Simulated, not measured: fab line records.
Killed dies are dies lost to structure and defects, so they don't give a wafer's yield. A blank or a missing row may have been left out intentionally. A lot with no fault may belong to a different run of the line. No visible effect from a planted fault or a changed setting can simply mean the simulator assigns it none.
Which tool is to blame? + flow sky130 + 42 wafers from 14 lots sampled at 3 of the route's 708 steps

== WHAT THE GAUGES READ, wafer by wafer ==
SKY_LI_CONTACT_RS_MEAS_22: measures by four-point-probe.
| lot  | measured     | on            | LI_CONTACT_W_RS (ohm/sq)                  |
|------|--------------|---------------|-------------------------------------------|
| L616 | day 30 16:11 | film-metro-03 | 0.2795 0.2823 0.2841                      |
| L618 | day 31 00:51 | film-metro-01 | 0.2871 0.2889 0.2859                      |
| L619 | day 31 10:38 | film-metro-02 | 0.2817 0.2844 0.2852                      |
| L620 | day 31 15:55 | film-metro-01 | 0.2857 0.2862 0.2868                      |
| L621 | day 31 20:22 | film-metro-01 | 0.2819 0.2845 0.2678 0.2821 0.2846 0.2683 |
| L624 | day 32 19:47 | film-metro-01 | 0.2816 0.2822 0.2696 0.2818 0.2828 0.2693 |
| L630 | day 34 22:16 | film-metro-03 | 0.2834 0.2829 0.2826                      |
| L632 | day 35 10:16 | film-metro-02 | 0.2797 0.2789 0.2806                      |
| L633 | day 35 16:11 | film-metro-03 | 0.2891 0.2880 0.2853                      |
| L634 | day 36 04:36 | film-metro-02 | 0.2823 0.2839 0.2836                      |
| L635 | day 36 06:38 | film-metro-01 | 0.2850 0.2827 0.2859                      |
| L636 | day 36 15:48 | film-metro-01 | 0.2832 0.2793 0.2811                      |
| L637 | day 36 21:41 | film-metro-01 | 0.2846 0.2828 0.2857                      |
| L638 | day 37 08:09 | film-metro-03 | 0.2851 0.2828 0.2813                      |

SKY_LI_CONTACT_THK_MEAS_23: measures by xrf.
| lot  | measured     | on            | LI_CONTACT_W_THK (nm)   |
|------|--------------|---------------|-------------------------|
| L616 | day 30 16:18 | film-metro-03 | 438 429 426             |
| L618 | day 31 00:57 | film-metro-01 | 418 420 422             |
| L619 | day 31 10:45 | film-metro-02 | 432 430 432             |
| L620 | day 31 16:02 | film-metro-01 | 420 422 420             |
| L621 | day 31 23:52 | film-metro-01 | 429 426 457 421 417 445 |
| L624 | day 33 02:44 | film-metro-01 | 430 428 453 428 430 448 |
| L630 | day 34 22:23 | film-metro-03 | 431 432 434             |
| L632 | day 35 10:23 | film-metro-02 | 432 429 429             |
| L633 | day 35 16:18 | film-metro-03 | 421 420 424             |
| L634 | day 36 04:43 | film-metro-02 | 425 426 426             |
| L635 | day 36 06:44 | film-metro-01 | 423 428 426             |
| L636 | day 36 15:55 | film-metro-01 | 428 434 431             |
| L637 | day 36 21:47 | film-metro-01 | 425 425 422             |
| L638 | day 37 08:16 | film-metro-03 | 429 429 437             |

== TOOL THAT RAN EACH LOT (tool first, then ch and the chambers of the sampled wafers, then the start) ==
| lot  | SKY_LI_CONTACT_CVD_21         |
|------|-------------------------------|
| L616 | cvd-w-02 ch 1, day 30 16:04   |
| L618 | cvd-w-01 ch 0,1, day 31 00:43 |
| L619 | cvd-w-01 ch 1, day 31 10:31   |
| L620 | cvd-w-01 ch 0,1, day 31 15:47 |
| L621 | cvd-w-01 ch 0,1, day 31 20:15 |
| L624 | cvd-w-01 ch 0,1, day 32 19:40 |
| L630 | cvd-w-02 ch 0,1, day 34 22:08 |
| L632 | cvd-w-02 ch 0,1, day 35 10:08 |
| L633 | cvd-w-01 ch 0,1, day 35 16:04 |
| L634 | cvd-w-02 ch 0,1, day 36 04:28 |
| L635 | cvd-w-01 ch 0,1, day 36 06:29 |
| L636 | cvd-w-01 ch 0,1, day 36 15:40 |
| L637 | cvd-w-01 ch 0,1, day 36 21:33 |
| L638 | cvd-w-02 ch 0,1, day 37 08:02 |
- SKY_LI_CONTACT_CVD_21: deposits W, target thk 400 nm, time 120.56 s.

== WHAT THE TOOLS THEMSELVES READ (means of the sampled wafers that have a number; where no wafer has one, the mark that the record gives instead) ==
SKY_LI_CONTACT_CVD_21.
| lot  | tool     | chamber-pressure-Torr (Torr) | heater-power-w (W) |
|------|----------|------------------------------|--------------------|
| L616 | cvd-w-02 | 39.98                        | 1048               |
| L618 | cvd-w-01 | 40.06                        | 874                |
| L619 | cvd-w-01 | 40.00                        | 885                |
| L620 | cvd-w-01 | 39.98                        | 839                |
| L621 | cvd-w-01 | 39.99                        | 872                |
| L624 | cvd-w-01 | 40.19                        | 831                |
| L630 | cvd-w-02 | 40.04                        | 892                |
| L632 | cvd-w-02 | 40.02                        | 970                |
| L633 | cvd-w-01 | 40.03                        | 871                |
| L634 | cvd-w-02 | 40.01                        | 987                |
| L635 | cvd-w-01 | 39.99                        | 857                |
| L636 | cvd-w-01 | 40.09                        | 838                |
| L637 | cvd-w-01 | 40.08                        | 870                |
| L638 | cvd-w-02 | 39.99                        | 911                |

== THE ANSWER, worked out from the rows above alone ==
Rule: the lots themselves supply what counts as usual. The widest of any qualifying gaps counts: lots, ordered by their means at a reading, are off when they make up no more than a third of the lots, leave a main group of 4 or more, and stand apart from it by 3 or more times the standard deviation of that group's means. If all means in a main group match to the digits the tables above print for the reading, that group is not used. Also off: a lot with no number at a reading for which 4 or more lots have one. The other lots that the step has rows for count as sound. First the gauges in route order, then the tools' own readings, where a lot's mean is used as printed above. The first step at which some lot is off is used, and at that step the reading that is off furthest; a lot without a number counts as furthest.
Nothing can be told from this: no lot is off at any reading shown.

== WHAT THE SIMULATOR HAD INSERTED ==
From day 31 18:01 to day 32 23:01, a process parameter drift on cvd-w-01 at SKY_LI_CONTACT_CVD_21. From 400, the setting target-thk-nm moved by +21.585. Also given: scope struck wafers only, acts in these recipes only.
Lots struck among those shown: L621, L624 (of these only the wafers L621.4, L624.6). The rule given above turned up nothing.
